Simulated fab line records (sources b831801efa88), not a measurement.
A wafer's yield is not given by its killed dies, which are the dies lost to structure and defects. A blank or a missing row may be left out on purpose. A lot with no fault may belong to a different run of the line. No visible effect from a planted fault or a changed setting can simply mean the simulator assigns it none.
A struck lot beside a sound one | flow gf180mcu | 22 steps out of a route of 602
Sound: these wafers, L157.1, L157.2, L157.5. Wafers struck: L174.2, L174.4, L174.5. The cause comes at the end.
Each step with rows lists, per side, the tool, then ch with its chambers, then its first start. Under that, the readings that differ: sound wafers | struck wafers | difference of the means | sigmas: that difference in standard deviations of wafers without a fault.
alike: readings whose means differ by less than 2 such deviations, and words and numbers that are the same on both sides. not compared: withheld readings, readings that some wafer has no value for, bounds like >300 that may hide the same value, and numbers for which the record gives no deviation and whose values overlap.
Wherever a step has rows on one side only, a row that says differs or no value, or a row with sigmas, the two part there. Numbers that don't overlap but have no deviation are shown without sigmas and don't part them. Lack of a reading on every wafer of one side parts them only where that side has two or more wafers.

first, 6 steps without rows for these wafers: GF_VT_IMPLANT_HMDS_23 (prime time 60 s); GF_VT_IMPLANT_COAT_24 (resist thk 1000 nm); GF_VT_IMPLANT_SOFTBAKE_25 (time 60 s); GF_VT_IMPLANT_EXPOSE_26 (exposes mask LVPWELL HV AREA, target cd 860 nm); GF_VT_IMPLANT_PEB_27; GF_VT_IMPLANT_DEVELOP_28 (develop time 60 s).
GF_VT_IMPLANT_OVL_MEAS_29:
  sound: overlay-01 at day 8 03:32; struck: overlay-02 at day 12 23:19
  alike: VT_IMPLANT_02_OVL
after that, 1 step had no rows for these wafers: GF_VT_IMPLANT_IMPLANT_30.
GF_VT_IMPLANT_STRIP_31: strips in O2/N2.
  sound on plasma_asher-02 ch 0,1, day 8 03:43; struck on plasma_asher-02 ch 0, day 12 23:30
  reading             | sound             | struck            | difference | sigmas
  n2_flow_sccm (sccm) | 301.0 299.2 302.0 | 299.2 298.6 298.8 | -1.9       | -2
  alike: drypump_motor_current_A, heater_power_w, oes_product_au, strip_time_to_endpoint_s
  not compared: rf_hours_counter_h
GF_VT_IMPLANT_TW_MEAS_32:
  sound: film_metro-01 at day 8 03:49; struck: film_metro-01 at day 12 23:37
  alike: VT_IMPLANT_3_TW
then, 2 steps without rows for these wafers: GF_VT_IMPLANT_DEHYDRATE_33 (time 60 s); GF_VT_IMPLANT_HMDS_34 (prime time 60 s).
GF_VT_IMPLANT_COAT_35: resist thk 1000 nm.
  sound on litho_track-01 ch 0, day 8 11:44; struck on litho_track-03 ch 0, day 13 09:13
  reading                                         | sound                | struck               | difference | sigmas
  spin_speed_rpm (rpm)                            | 2998.0 2998.2 3000.9 | 3208.9 3207.0 3212.0 | +210.3     | +99 or more
  model.NOVOLAK_of_VT_IMPLANT_COAT_35.thk_nm (nm) | 999.5 1000 1001      | 968.1 968.7 970.6    | -31.0      |
  alike: dispense_pressure_kPa, resist_line_temp_C
then, 3 steps without rows for these wafers: GF_VT_IMPLANT_SOFTBAKE_36 (time 60 s); GF_VT_IMPLANT_EXPOSE_37 (exposes mask Nwell HV AREA, target cd 860 nm); GF_VT_IMPLANT_PEB_38.
GF_VT_IMPLANT_DEVELOP_39: develop time 60 s.
  sound on litho_track-04 ch 0, day 8 20:25; struck on litho_track-01 ch 0, day 13 19:12
  reading                                         | sound          | struck            | difference | sigmas
  model.NOVOLAK_of_VT_IMPLANT_COAT_35.thk_nm (nm) | 999 999.7 1001 | 967.6 968.3 970.2 | -31.2      |
  alike: developer_temp_C, resist_line_temp_C
GF_VT_IMPLANT_OVL_MEAS_40:
  sound: overlay-02 at day 8 20:34; struck: overlay-01 at day 13 19:20
  alike: VT_IMPLANT_03_OVL
after that, 1 step had no rows for these wafers: GF_VT_IMPLANT_IMPLANT_41.
GF_VT_IMPLANT_STRIP_42: strips in O2/N2.
  sound on plasma_asher-03 ch 0,1, day 8 20:45; struck on plasma_asher-02 ch 0,1, day 13 19:31
  reading                      | sound                | struck               | difference | sigmas
  strip_time_to_endpoint_s (s) | 12.625 12.614 12.627 | 12.254 12.271 12.295 | -0.349     | -12
  alike: drypump_motor_current_A, heater_power_w, n2_flow_sccm, oes_product_au
  not compared: rf_hours_counter_h
GF_VT_IMPLANT_TW_MEAS_43:
  sound: film_metro-02 at day 8 20:51; struck: film_metro-03 at day 13 19:37
  alike: VT_IMPLANT_4_TW
GF_PASSIVATION_PROBE_99:
  rows exist in the record for the sound wafers here (prober-01, day 30 09:08), none for the struck ones

== WHERE THEY PART ==
Earliest at GF_VT_IMPLANT_STRIP_31; latest, in this record, at GF_PASSIVATION_PROBE_99.

WHY: the cause the simulator had injected
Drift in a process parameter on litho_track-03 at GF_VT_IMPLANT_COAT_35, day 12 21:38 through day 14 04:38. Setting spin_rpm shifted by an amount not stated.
